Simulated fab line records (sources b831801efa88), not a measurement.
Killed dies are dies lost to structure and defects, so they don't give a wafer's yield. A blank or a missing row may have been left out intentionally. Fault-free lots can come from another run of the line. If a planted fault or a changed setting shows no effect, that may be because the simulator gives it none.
Matching of chambers	flow sky130	SKY_VIA2_CMP_02 on cmp-02 has 4 sister chambers
The step polishes SiO2. 24 wafers are shown with their chamber, then 12 later ones without.

== EACH WAFER AND ITS CHAMBER ==
wafer	chamber	motor-current-A (A)	slurry-filter-dp-kPa (kPa)
L074.2	2	11.8	13.78
L074.3	1	12.9	13.37
L074.4	0	11.6	13.42
L075.1	2	11.7	13.49
L075.5	3	12.5	13.56
L075.6	0	11.3	13.42
L076.2	2	12.1	13.36
L076.5	3	12.6	13.74
L076.6	2	12.2	13.50
L080.1	2	11.3	13.50
L080.3	0	11.3	13.68
L080.4	1	13.1	13.48
L082.2	3	13.1	13.44
L082.4	1	13.1	13.59
L082.6	1	13.1	13.42
L083.3	2	11.6	13.18
L083.4	3	13.0	13.66
L083.5	1	13.4	13.61
L085.3	1	13.6	13.36
L085.5	2	12.0	13.43
L085.6	1	12.6	13.59
L089.2	2	11.2	13.57
L089.4	0	11.1	13.59
L089.5	0	11.5	13.48

SIGNATURES, as means of the wafers listed above
reading	chamber 0	chamber 1	chamber 2	chamber 3	scatter within a chamber
motor-current-A	11.360	13.114	11.738	12.800	0.313
slurry-filter-dp-kPa	13.5180	13.4886	13.4763	13.6000	0.138
Rule: for each reading, subtract the chamber's mean from the wafer's reading, divide by that reading's scatter and square the result; add these up over the readings and take the root, which gives the wafer's distance from the chamber. The wafer belongs to the nearest chamber; if the next one is less than 2 further off, it can't be placed. The scatter is the square root of a quotient: the sum, over the shown wafers, of each reading's squared deviation from its chamber's mean, divided by wafers minus chambers.

== WAFERS WHOSE CHAMBER IS MISSING ==
wafer	motor-current-A (A)	slurry-filter-dp-kPa (kPa)
L090.1	11.1	13.63
L090.2	13.1	13.46
L090.6	10.4	13.35
L092.1	13.2	13.35
L092.3	12.1	13.41
L092.5	11.8	13.45
L094.1	11.3	13.35
L094.5	13.5	13.52
L094.6	10.9	13.59
L097.2	12.7	13.72
L097.3	11.6	13.40
L097.5	12.3	13.40

== THE CHAMBER EACH PASSED THROUGH ==
wafer	from the rows above	in truth
L090.1	can't be placed: 0 or 2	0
L090.2	can't be placed: 1 or 3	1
L090.6	can't be placed: 0 or 2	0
L092.1	can't be placed: 1 or 3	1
L092.3	can't be placed: 2 or 0 or 3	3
L092.5	can't be placed: 2 or 0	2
L094.1	can't be placed: 0 or 2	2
L094.5	can't be placed: 1 or 3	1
L094.6	can't be placed: 0 or 2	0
L097.2	can't be placed: 3 or 1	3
L097.3	can't be placed: 2 or 0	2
L097.5	can't be placed: 2 or 3 or 1 or 0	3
Placed correctly: 0 of 12. These rows do not allow placing 12 (true chamber among the candidates in 12). Placed wrongly: 0.
